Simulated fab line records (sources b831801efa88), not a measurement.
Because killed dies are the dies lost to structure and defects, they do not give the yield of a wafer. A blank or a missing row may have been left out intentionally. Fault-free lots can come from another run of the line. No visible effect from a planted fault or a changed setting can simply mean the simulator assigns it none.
A lot that was struck, set against a sound lot ; flow gf180mcu ; 15 steps out of a route of 602
Sound: wafers L112.1, L112.4, L112.5. Struck: wafer L116.3 (L116.1, L116.6, from the same lot, were not struck and are left out); the cause is given at the end.
Per side, at each step with rows, come the tool, then ch with its chambers, and then its first start. Under that, the readings that differ: sound wafers ; struck wafers ; difference of the means ; sigmas: that difference in standard deviations of wafers without a fault.
alike: readings whose means differ by less than 2 such deviations, and words and numbers that are the same on both sides. not compared: withheld readings, readings that some wafer has no value for, bounds like >300 that may hide the same value, and numbers for which the record gives no deviation and whose values overlap.
A row with sigmas, a row that says differs or no value, or rows on one side alone: a step with any of these is where the two part. Non-overlapping numbers with no deviation appear without sigmas and do not part them. Lack of a reading on every wafer of one side parts them only where that side has two or more wafers.

GF_PSD_RS_MEAS_15: a four-point-probe measurement.
  struck on film_metro-03, day 19 18:58; sound on film_metro-03, day 18 10:26
  alike: PSD_RS
GF_SAB_CVD_00: deposits SiO2 from TEOS, target thk 50 nm, time 4.9302 s.
  sound on pecvd-02 ch 1,2, day 18 10:33; struck on pecvd-02 ch 2, day 19 19:05
  alike: heater_power_w
GF_SAB_THK_MEAS_01:
  struck on film_metro-01, day 19 19:07; sound on film_metro-01, day 18 10:34
  alike: SAB_CVD_00_THK
then, 7 steps without rows for these wafers: GF_SAB_DEHYDRATE_02 (time 60 s); GF_SAB_HMDS_03 (prime time 60 s); GF_SAB_COAT_04 (resist thk 1000 nm); GF_SAB_SOFTBAKE_05 (time 60 s); GF_SAB_EXPOSE_06 (exposes mask SAB, target cd 420 nm); GF_SAB_PEB_07; GF_SAB_DEVELOP_08 (develop time 60 s).
GF_SAB_CD_MEAS_09 targets a cd of 420 nm.
  struck on cd_sem-02, day 20 19:13; sound on cd_sem-01, day 19 10:19
  alike: cd_nm
GF_SAB_OVL_MEAS_10:
  struck on overlay-02, day 20 19:20; sound on overlay-01, day 19 10:26
  alike: SAB_OVL
GF_SAB_ETCH_11: etches SiO2 in C4F8/O2/Ar, target depth 55 nm, time 8.5 s.
  sound on rie_diel-02 ch 0,2,3, day 19 10:28; struck on rie_diel-02 ch 2, day 20 19:22
reading;sound;struck;difference;sigmas
model.etch.depth_nm (nm);56.11 55.85 55.62;51.59;-4.27;
model.SAB.feature_depth_nm (nm);56.11 55.85 55.62;51.59;-4.27;
  alike: oes_product_au
  not compared: rf_hours_counter_h
then, 1 step without rows for these wafers: GF_SAB_WET_ETCH_12 (etches SiO2 in dHF, target depth 22 nm, time 440 s).
-- the record jumps here: 13 days lie between the struck wafers' starts before and after (it left off in module SAB and takes up again in module PASSIVATION, whose first step shown is number 602 of the route) --
GF_PASSIVATION_PROBE_99:
  record: rows for the struck wafers here (prober-01, day 33 11:02), none for the sound ones

## WHERE THEY PART
GF_PASSIVATION_PROBE_99 only, going by this record.

WHY: the cause the simulator had injected
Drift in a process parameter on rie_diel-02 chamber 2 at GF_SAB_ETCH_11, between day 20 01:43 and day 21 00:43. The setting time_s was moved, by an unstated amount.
